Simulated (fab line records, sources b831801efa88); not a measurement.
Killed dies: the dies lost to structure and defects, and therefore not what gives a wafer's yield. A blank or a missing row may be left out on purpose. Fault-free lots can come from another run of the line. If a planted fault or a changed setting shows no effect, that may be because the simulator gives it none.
A struck lot beside a sound one -- flow gf180mcu -- 16 steps out of a route of 602
Sound: the wafers L600.2, L600.3, L600.4. Struck: wafers L613.1, L613.2, L613.6. The cause comes at the end.
Per side, at each step with rows, come the tool, then ch with its chambers, and then its first start. Under that, the readings that differ: sound wafers -- struck wafers -- difference of the means -- sigmas: that difference in standard deviations of wafers without a fault.
alike: readings whose means differ by less than 2 such deviations, and words and numbers that are the same on both sides. not compared: withheld readings, readings that some wafer has no value for, bounds like >300 that may hide the same value, and numbers for which the record gives no deviation and whose values overlap.
A row with sigmas, a row that says differs or no value, or rows on one side alone: a step with any of these is where the two part. Numbers that have no deviation but don't overlap get no sigmas and don't part them. Lack of a reading on every wafer of one side parts them only where that side has two or more wafers.

first, 6 steps without rows for these wafers: GF_M1_HMDS_08 (prime time 60 s); GF_M1_COAT_09 (resist thk 1000 nm); GF_M1_SOFTBAKE_10 (time 60 s); GF_M1_EXPOSE_11 (exposes mask Metal1, target cd 230 nm); GF_M1_PEB_12 (peb time 90 s); GF_M1_DEVELOP_13 (develop time 60 s).
GF_M1_CD_MEAS_14: the cd target is 230 nm.
  sound: cd-sem-01 at day 18 14:52; struck: cd-sem-02 at day 23 13:38
  alike: cd-nm
GF_M1_OVL_MEAS_15:
  sound: overlay-02 at day 18 14:58; struck: overlay-02 at day 23 13:46
  alike: M1_OVL
GF_M1_METAL_ETCH_16: etches the open film in Cl2/BCl3, stops on SiO2, target depth 627.5 nm, time 104.6 s.
  sound on rie-metal-04 ch 0, day 18 15:02; struck on rie-metal-03 ch 0,1, day 23 13:47
  alike: drypump-motor-current-A, oes-product-au, rf-fwd-power-W, throttle-valve-pct
  not compared: rf-hours-counter-h
GF_M1_STRIP_17: strips in O2/N2.
  sound on plasma-asher-01 ch 0,1, day 18 15:15; struck on plasma-asher-01 ch 0,1, day 23 13:55
reading,sound,struck,difference,sigmas
strip-time-to-endpoint-s (s),7.81 7.78 7.81,7.91 7.90 7.88,+0.10,+2
  alike: drypump-motor-current-A, heater-power-w, n2-flow-sccm, oes-product-au
  not compared: rf-hours-counter-h
then, 2 steps without rows for these wafers: GF_M1_STRIP_18 (strips in post etch residue remover, time 1200 s); GF_M1_CLEAN_19 (cleans in DIW).
GF_V1_CVD_00: deposits SiO2, target thk 600 nm, time 100 s.
  sound on hdpcvd-02 ch 0,1,2, day 18 15:47; struck on hdpcvd-02 ch 0,1,2, day 23 14:26
reading,sound,struck,difference,sigmas
sih4-flow-sccm (sccm),59.82 59.82 60.21,72.00 71.78 72.07,+12.00,+71
model.SiO2_of_V1_CVD_00.thk-nm (nm),602.3 605.5 607.6,713.3 714.1 710.3,+107.4,
  alike: pressure-mtorr
GF_V1_THK_MEAS_01:
  sound: film-metro-01 at day 18 15:52; struck: film-metro-01 at day 23 14:44
reading,sound,struck,difference,sigmas
V1_CVD_00_THK (nm),602 605 608,713 714 710,+107,+15
  not compared: hold
GF_V1_CVD_02: deposits SiO2 from TEOS, target thk 850 nm, time 94.851 s.
  sound on pecvd-04 ch 0,1, day 18 15:55; struck on pecvd-04 ch 0,1,2, day 23 15:28
reading,sound,struck,difference,sigmas
hold,- - -,await-dispo/0.7h/release await-dispo/0.7h/release await-dispo/0.7h/release,no value on the sound wafers,
  alike: heater-power-w, rf-fwd-power-W
GF_PASSIVATION_PROBE_99:
  the record holds rows for the sound wafers here (prober-01, day 30 07:12) but none for the struck ones

WHERE THEY PART
Earliest at GF_M1_STRIP_17; latest, in this record, at GF_PASSIVATION_PROBE_99.

WHY: what the simulator had put in
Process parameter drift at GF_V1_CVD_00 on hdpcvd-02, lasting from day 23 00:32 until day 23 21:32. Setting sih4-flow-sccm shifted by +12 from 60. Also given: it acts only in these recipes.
